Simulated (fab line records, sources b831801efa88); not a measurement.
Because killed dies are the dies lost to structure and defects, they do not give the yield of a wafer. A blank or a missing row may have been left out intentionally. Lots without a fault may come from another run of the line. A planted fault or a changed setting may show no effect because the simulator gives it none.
The tool behind it: which one? || flow sky130 || Sampling: 11 lots, 33 wafers, 4 of 708 route steps

## WHAT THE GAUGES READ, wafer by wafer
SKY_VIA1_THK_MEAS_01.
{"lot": "L707", "measured": "day 34 04:42", "on": "film-metro-03", "VIA1_HDPCVD_THK (nm)": "1047 1029 1049"}
{"lot": "L706", "measured": "day 34 06:14", "on": "film-metro-02", "VIA1_HDPCVD_THK (nm)": "1052 1047 1060"}
{"lot": "L709", "measured": "day 34 17:44", "on": "film-metro-03", "VIA1_HDPCVD_THK (nm)": "1036 1036 1049"}
{"lot": "L710", "measured": "day 35 03:30", "on": "film-metro-02", "VIA1_HDPCVD_THK (nm)": "1051 1040 1026"}
{"lot": "L711", "measured": "day 35 12:44", "on": "film-metro-04", "VIA1_HDPCVD_THK (nm)": "1026 1043 1039"}
{"lot": "L714", "measured": "day 36 05:18", "on": "film-metro-03", "VIA1_HDPCVD_THK (nm)": "1056 1043 1068"}
{"lot": "L715", "measured": "day 36 09:30", "on": "film-metro-03", "VIA1_HDPCVD_THK (nm)": "1055 1041 1050"}
{"lot": "L719", "measured": "day 38 01:19", "on": "film-metro-04", "VIA1_HDPCVD_THK (nm)": "1037 1043 1049"}
{"lot": "L721", "measured": "day 38 08:13", "on": "film-metro-03", "VIA1_HDPCVD_THK (nm)": "1058 955 1055"}
{"lot": "L723", "measured": "day 39 00:08", "on": "film-metro-04", "VIA1_HDPCVD_THK (nm)": "959 1055 958"}
{"lot": "L725", "measured": "day 39 13:34", "on": "film-metro-03", "VIA1_HDPCVD_THK (nm)": "1069 1056 1064"}

## EACH LOT AND THE TOOL THAT RAN IT (in order: tool; ch and the chambers of the sampled wafers; start)
{"lot": "L707", "SKY_LI_CONTACT_CMP_24": "cmp-02 ch 1,2,3, day 30 13:01", "SKY_LOCAL_INTERCONNECT_METAL_ETCH_14": "rie-metal-01 ch 0,1, day 31 18:19", "SKY_VIA1_HDPCVD_00": "hdpcvd-02 ch 0,1, day 34 04:35"}
{"lot": "L706", "SKY_LI_CONTACT_CMP_24": "cmp-02 ch 0,1,3, day 30 13:25", "SKY_LOCAL_INTERCONNECT_METAL_ETCH_14": "rie-metal-04 ch 1, day 31 18:40", "SKY_VIA1_HDPCVD_00": "hdpcvd-01 ch 0,1,2, day 34 06:07"}
{"lot": "L709", "SKY_LI_CONTACT_CMP_24": "cmp-01 ch 0,1,2, day 31 02:57", "SKY_LOCAL_INTERCONNECT_METAL_ETCH_14": "rie-metal-04 ch 0,1, day 32 08:11", "SKY_VIA1_HDPCVD_00": "hdpcvd-01 ch 0,1,2, day 34 17:36"}
{"lot": "L710", "SKY_LI_CONTACT_CMP_24": "cmp-01 ch 0,1,2, day 31 11:08", "SKY_LOCAL_INTERCONNECT_METAL_ETCH_14": "rie-metal-02 ch 0, day 32 16:27", "SKY_VIA1_HDPCVD_00": "hdpcvd-02 ch 0,2, day 35 03:23"}
{"lot": "L711", "SKY_LI_CONTACT_CMP_24": "cmp-02 ch 1,2,3, day 31 22:01", "SKY_LOCAL_INTERCONNECT_METAL_ETCH_14": "rie-metal-04 ch 0,1, day 33 01:38", "SKY_VIA1_HDPCVD_00": "hdpcvd-02 ch 0,1, day 35 12:36"}
{"lot": "L714", "SKY_LI_CONTACT_CMP_24": "cmp-02 ch 1,2,3, day 32 16:52", "SKY_LOCAL_INTERCONNECT_METAL_ETCH_14": "rie-metal-04 ch 0,1, day 33 20:58", "SKY_VIA1_HDPCVD_00": "hdpcvd-02 ch 0,1, day 36 05:11"}
{"lot": "L715", "SKY_LI_CONTACT_CMP_24": "cmp-02 ch 1,2, day 32 18:37", "SKY_LOCAL_INTERCONNECT_METAL_ETCH_14": "rie-metal-01 ch 0,1, day 33 22:16", "SKY_VIA1_HDPCVD_00": "hdpcvd-01 ch 0,2, day 36 09:22"}
{"lot": "L719", "SKY_LI_CONTACT_CMP_24": "cmp-01 ch 1,2, day 34 09:20", "SKY_LOCAL_INTERCONNECT_METAL_ETCH_14": "rie-metal-02 ch 0, day 35 13:28", "SKY_VIA1_HDPCVD_00": "hdpcvd-01 ch 0,1,2, day 38 01:12"}
{"lot": "L721", "SKY_LI_CONTACT_CMP_24": "cmp-02 ch 1,2,3, day 34 18:36", "SKY_LOCAL_INTERCONNECT_METAL_ETCH_14": "rie-metal-04 ch 0,1, day 35 22:13", "SKY_VIA1_HDPCVD_00": "hdpcvd-01 ch 0,1,2, day 38 08:05"}
{"lot": "L723", "SKY_LI_CONTACT_CMP_24": "cmp-02 ch 1,2,3, day 35 11:34", "SKY_LOCAL_INTERCONNECT_METAL_ETCH_14": "rie-metal-01 ch 1, day 36 14:46", "SKY_VIA1_HDPCVD_00": "hdpcvd-01 ch 0,1, day 39 00:00"}
{"lot": "L725", "SKY_LI_CONTACT_CMP_24": "cmp-02 ch 1,3, day 36 00:56", "SKY_LOCAL_INTERCONNECT_METAL_ETCH_14": "rie-metal-02 ch 0,1, day 37 03:49", "SKY_VIA1_HDPCVD_00": "hdpcvd-02 ch 0,2, day 39 13:26"}
- SKY_LI_CONTACT_CMP_24: polishes, stops on PSG, t overpolish 20 s, target thk 0 nm.
- SKY_LOCAL_INTERCONNECT_METAL_ETCH_14: etches TiN in Cl2/BCl3, stops on PSG, target depth 110 nm, time 31.4 s.
- SKY_VIA1_HDPCVD_00: deposits SiO2, target thk 1030 nm, time 171.7 s.

## THE ANSWER, worked out from the rows above alone
Rule: usual is defined by the lots themselves. Put in order of their means at a reading, lots are off if they are a third of the lots or fewer, leave a main group of 4 or more, and stand apart from it by a gap of 3 or more times the standard deviation of the main group's means; of several such gaps the widest counts. A main group whose means are all the same, to the digits that the tables above print for the reading, isn't used. Also off: a lot with no number at a reading for which 4 or more lots have one. The other lots that the step has rows for count as sound.
None of the lots is off at any reading shown; this tells nothing.

## WHAT HAD BEEN PUT IN BY THE SIMULATOR
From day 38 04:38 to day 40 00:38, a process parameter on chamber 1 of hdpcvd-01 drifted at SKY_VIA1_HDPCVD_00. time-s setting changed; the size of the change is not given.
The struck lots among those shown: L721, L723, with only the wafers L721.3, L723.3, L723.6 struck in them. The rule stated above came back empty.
